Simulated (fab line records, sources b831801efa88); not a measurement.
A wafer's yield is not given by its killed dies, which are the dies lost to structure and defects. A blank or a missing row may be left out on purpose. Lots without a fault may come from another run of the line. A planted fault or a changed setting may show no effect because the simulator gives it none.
Which tool was responsible? + flow gf180mcu + 14 lots with 42 wafers sampled at 3 steps, on a route of 602 steps

WHAT THE GAUGES SHOWED, per wafer
GF_DUAL_GATE_OVL_MEAS_11. Usual: for DUAL_GATE_OVL the level is 2.0 nm and the standard deviation is 1.3.
| lot  | measured     | on         | DUAL_GATE_OVL (nm) | flag |
|------|--------------|------------|--------------------|------|
| L469 | day 8 08:44  | overlay-02 | 3.9 4.0 2.9        |      |
| L470 | day 8 21:05  | overlay-02 | 0.0 0.8 1.0        |      |
| L473 | day 9 18:02  | overlay-02 | 2.1 3.3 2.4        |      |
| L474 | day 10 03:59 | overlay-02 | 4.2 1.0 3.0        |      |
| L476 | day 10 11:14 | overlay-01 | 2.9 2.1 1.8        |      |
| L482 | day 12 06:19 | overlay-02 | 2.3 2.4 1.1        |      |
| L484 | day 12 18:13 | overlay-01 | 3.0 2.5 1.8        |      |
| L485 | day 13 02:17 | overlay-01 | 0.5 0.9 2.4        |      |
| L487 | day 13 16:31 | overlay-01 | 1.0 1.3 1.2        |      |
| L488 | day 14 01:16 | overlay-01 | -0.1 0.1 -0.7      |      |
| L489 | day 14 05:28 | overlay-01 | 2.7 2.4 3.2        |      |
| L490 | day 14 13:40 | overlay-02 | 2.9 2.6 1.1        |      |
| L491 | day 14 20:53 | overlay-01 | 5.5 2.6 2.9        |      |
| L492 | day 15 05:25 | overlay-02 | 1.3 1.5 1.8        |      |

GF_SALICIDE_THK_MEAS_05: measures by xrf. Usual: for SALICIDE_TIN_THK the level is 19.90 nm and the standard deviation is 0.28.
| lot  | measured     | on            | SALICIDE_TIN_THK (nm) | flag |
|------|--------------|---------------|-----------------------|------|
| L469 | day 15 03:16 | film-metro-02 | 19.72 19.83 19.36     |      |
| L470 | day 15 23:14 | film-metro-03 | 19.75 20.17 19.25     |      |
| L473 | day 17 00:59 | film-metro-02 | 19.87 20.15 19.90     |      |
| L474 | day 17 14:55 | film-metro-02 | 20.09 20.04 20.03     |      |
| L476 | day 17 22:41 | film-metro-03 | 19.86 19.71 19.90     |      |
| L482 | day 20 05:38 | film-metro-02 | 19.92 20.00 19.79     |      |
| L484 | day 20 19:46 | film-metro-03 | 20.17 19.85 20.08     |      |
| L485 | day 21 04:43 | film-metro-03 | 19.67 19.78 19.58     |      |
| L487 | day 21 19:44 | film-metro-02 | 19.76 20.00 20.19     |      |
| L488 | day 22 04:30 | film-metro-03 | 19.99 20.00 20.14     |      |
| L489 | day 22 12:09 | film-metro-02 | 19.74 20.10 20.27     |      |
| L490 | day 23 00:14 | film-metro-02 | 20.08 20.47 19.98     |      |
| L491 | day 23 03:49 | film-metro-03 | 19.94 20.04 19.78     |      |
| L492 | day 23 13:14 | film-metro-02 | 20.32 19.97 20.34     |      |

WHAT TOOL EACH LOT RAN ON (gives the tool, then ch and the chambers of the sampled wafers, and finally the start)
| lot  | GF_MVSD_EXPOSE_04                  |
|------|------------------------------------|
| L469 | iline-stepper-02 ch 0, day 4 04:34 |
| L470 | iline-stepper-01 ch 0, day 4 13:09 |
| L473 | iline-stepper-01, day 5 04:43      |
| L474 | iline-stepper-02, day 5 15:29      |
| L476 | iline-stepper-02 ch 0, day 5 21:46 |
| L482 | iline-stepper-02 ch 0, day 7 07:02 |
| L484 | iline-stepper-01 ch 0, day 7 18:18 |
| L485 | iline-stepper-01 ch 0, day 8 00:02 |
| L487 | iline-stepper-02 ch 0, day 8 12:39 |
| L488 | iline-stepper-02 ch 0, day 8 18:35 |
| L489 | iline-stepper-01 ch 0, day 8 22:48 |
| L490 | iline-stepper-02 ch 0, day 9 04:59 |
| L491 | iline-stepper-02 ch 0, day 9 10:38 |
| L492 | iline-stepper-01 ch 0, day 9 17:51 |
- GF_MVSD_EXPOSE_04: exposes mask MVSD, target cd 1000 nm.

AS READ BY THE TOOLS THEMSELVES (means over the sampled wafers that have a number; for cases with no such wafer, the mark the record gives instead)
GF_MVSD_EXPOSE_04. Usual: exposure-dose-mJ-cm2 260.01, standard deviation 0.23; focus-offset-nm 0.0 nm, standard deviation 0.48; reticle-temp-C 23.00 C, standard deviation 0.11.
| lot  | tool             | exposure-dose-mJ-cm2 | focus-offset-nm (nm) | reticle-temp-C (C) | flag |
|------|------------------|----------------------|----------------------|--------------------|------|
| L469 | iline-stepper-02 | 260.25               | -0.1                 | 23.06              |      |
| L470 | iline-stepper-01 | 259.78               | 0.0                  | 22.95              |      |
| L473 | iline-stepper-01 | -                    | -                    | -                  | OFF  |
| L474 | iline-stepper-02 | -                    | -                    | -                  | OFF  |
| L476 | iline-stepper-02 | 260.02               | -0.1                 | 22.93              |      |
| L482 | iline-stepper-02 | 260.13               | 0.3                  | 23.08              |      |
| L484 | iline-stepper-01 | 260.06               | 0.3                  | 23.06              |      |
| L485 | iline-stepper-01 | 259.65               | 0.2                  | 23.04              |      |
| L487 | iline-stepper-02 | 260.12               | 0.0                  | 23.00              |      |
| L488 | iline-stepper-02 | 259.73               | -0.5                 | 22.80              |      |
| L489 | iline-stepper-01 | 260.06               | 0.7                  | 23.03              |      |
| L490 | iline-stepper-02 | 260.21               | -0.3                 | 23.13              |      |
| L491 | iline-stepper-02 | 259.90               | -0.3                 | 23.12              |      |
| L492 | iline-stepper-01 | 259.96               | 0.1                  | 23.01              |      |

THE ANSWER, worked out from the rows above alone
Rule: a lot is off if the mean of its wafers that have a number lies more than 3 standard deviations from the usual mean. A lot without any number at a reading at which 4 lots or more have one is off too. The other lots that the step has rows for count as sound. The gauges are gone through in route order, then the tools' own readings, and for those a lot's mean is taken as printed above. The first step at which some lot is off is used, and at that step the reading that is off furthest; a lot without a number counts as furthest.
Off, at GF_MVSD_EXPOSE_04 on exposure-dose-mJ-cm2: L473, L474. Without a number there: L473, L474.
A tool fits if, at that step or a process step before it, it ran every lot that is off, and no sound lot after the first of them. None of those tried fits.

WHAT WAS PUT IN BY THE SIMULATOR
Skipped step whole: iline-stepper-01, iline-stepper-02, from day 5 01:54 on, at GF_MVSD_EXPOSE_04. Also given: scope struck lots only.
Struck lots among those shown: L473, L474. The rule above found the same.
